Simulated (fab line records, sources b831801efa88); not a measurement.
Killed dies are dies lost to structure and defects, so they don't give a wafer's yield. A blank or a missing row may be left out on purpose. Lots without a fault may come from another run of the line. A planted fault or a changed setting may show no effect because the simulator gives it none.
A struck lot beside a sound one | flow sky130 | 25 steps out of a route of 708
Sound: wafers L497.1, L497.3, L497.4. Struck: wafers L509.1, L509.2, L509.3. The cause comes at the end.
At each step with rows: each side's tool, then ch and its chambers, then its first start. Under that, the readings that differ: sound wafers | struck wafers | difference of the means | sigmas: that difference in standard deviations of wafers without a fault.
alike: readings whose means differ by less than 2 such deviations, and words and numbers that are the same on both sides. not compared: withheld readings, readings that some wafer has no value for, bounds like >300 that may hide the same value, and numbers for which the record gives no deviation and whose values overlap.
The two part at a step that has a row with sigmas, a row that says differs or no value, or rows on one side only. Numbers that don't overlap but have no deviation are shown without sigmas and don't part them. A reading that every wafer of one side lacks parts them only if that side has two wafers or more.

SKY_POLY_CUT_ETCH_11: etches Si3N4 in CF4/CH2F2/Ar, stops on poly-Si, time 42.5 s, target depth 60 nm.
  sound on rie_diel-03 ch 1,2,3, day 28 19:26; struck on rie_diel-03 ch 0,1,3, day 31 16:01
  alike: chamber_pressure_mTorr, drypump_motor_current_A, oes_product_au, throttle_valve_pct
  not compared: rf_hours_counter_h
SKY_POLY_CUT_STRIP_12: strips in O2/N2.
  sound on plasma_asher-03 ch 0,1, day 28 19:28; struck on plasma_asher-03 ch 0,1, day 31 16:04
  alike: chamber_pressure_mTorr, drypump_motor_current_A, oes_product_au, strip_time_to_endpoint_s
  not compared: rf_hours_counter_h
then, 7 steps without rows for these wafers: SKY_SD_P_DEHYDRATE_00 (time 60 s); SKY_SD_P_HMDS_01 (prime time 60 s); SKY_SD_P_COAT_02 (resist thk 1140 nm); SKY_SD_P_SOFTBAKE_03 (time 60 s); SKY_SD_P_EXPOSE_04 (exposes mask PSDM, target cd 380 nm); SKY_SD_P_PEB_05; SKY_SD_P_DEVELOP_06 (develop time 60 s).
SKY_SD_P_CD_MEAS_07: target cd 380 nm.
  sound on cd_sem-01, day 29 23:52; struck on cd_sem-02, day 32 19:25
  alike: cd_nm
SKY_SD_P_OVL_MEAS_08:
  sound on overlay-02, day 29 23:59; struck on overlay-02, day 32 19:32
  alike: SD_P_OVL
then, 1 step without rows for these wafers: SKY_SD_P_IMPLANT_09.
SKY_SD_P_STRIP_10: strips in O2/N2.
  sound on plasma_asher-03 ch 0,1, day 30 00:10; struck on plasma_asher-04 ch 0,1, day 32 19:43
  reading                                   | sound             | struck            | difference                    | sigmas
  oes_product_au (a.u.)                     | 0.616 0.623 0.614 | 0.643 0.643 0.637 | +0.023                        | +5
  strip_time_to_endpoint_s (s)              | 17.46 17.44 17.46 | - - -             | no value on the struck wafers |
  model.NOVOLAK_of_SD_P_COAT_02.thk_nm (nm) | 0 0 0             | 587.6 588.5 587.9 | +588.0                        |
  alike: chamber_pressure_mTorr, drypump_motor_current_A
  not compared: rf_hours_counter_h
SKY_SD_P_TW_MEAS_11:
  sound on film_metro-01, day 30 00:16; struck on film_metro-01, day 32 19:49
  alike: SD_P_TW
then, 8 steps without rows for these wafers: SKY_RES_XHIGH_DEHYDRATE_00 (time 60 s); SKY_RES_XHIGH_HMDS_01 (prime time 60 s); SKY_RES_XHIGH_COAT_02 (resist thk 1140 nm); SKY_RES_XHIGH_SOFTBAKE_03 (time 60 s); SKY_RES_XHIGH_EXPOSE_04 (exposes mask URPM, target cd 1270 nm); SKY_RES_XHIGH_PEB_05; SKY_RES_XHIGH_DEVELOP_06 (develop time 60 s); SKY_RES_XHIGH_IMPLANT_07.
SKY_RES_XHIGH_STRIP_08: strips in O2/N2.
  sound on plasma_asher-02 ch 0,1, day 31 04:19; struck on plasma_asher-02 ch 0,1, day 33 23:14
  reading                      | sound             | struck            | difference | sigmas
  strip_time_to_endpoint_s (s) | 14.22 14.23 14.22 | 23.21 23.22 23.23 | +9.00      | +99 or more
  alike: chamber_pressure_mTorr, drypump_motor_current_A, oes_product_au
  not compared: rf_hours_counter_h
SKY_RES_XHIGH_TW_MEAS_09:
  sound on film_metro-01, day 31 04:25; struck on film_metro-01, day 33 23:20
  reading      | sound          | struck   | difference | sigmas
  RES_XHIGH_TW | 1637 1647 1638 | 30 30 30 | -1611      | -99 or more
then, 1 step without rows for these wafers: SKY_SD_N_DEHYDRATE_00 (time 60 s).

WHERE THEY PART
First at SKY_SD_P_STRIP_10; last, within this record, at SKY_RES_XHIGH_TW_MEAS_09.

WHY: what the simulator had put in
Strip aborted: plasma_asher-04, from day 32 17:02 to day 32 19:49, at SKY_SD_P_STRIP_10. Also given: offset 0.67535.
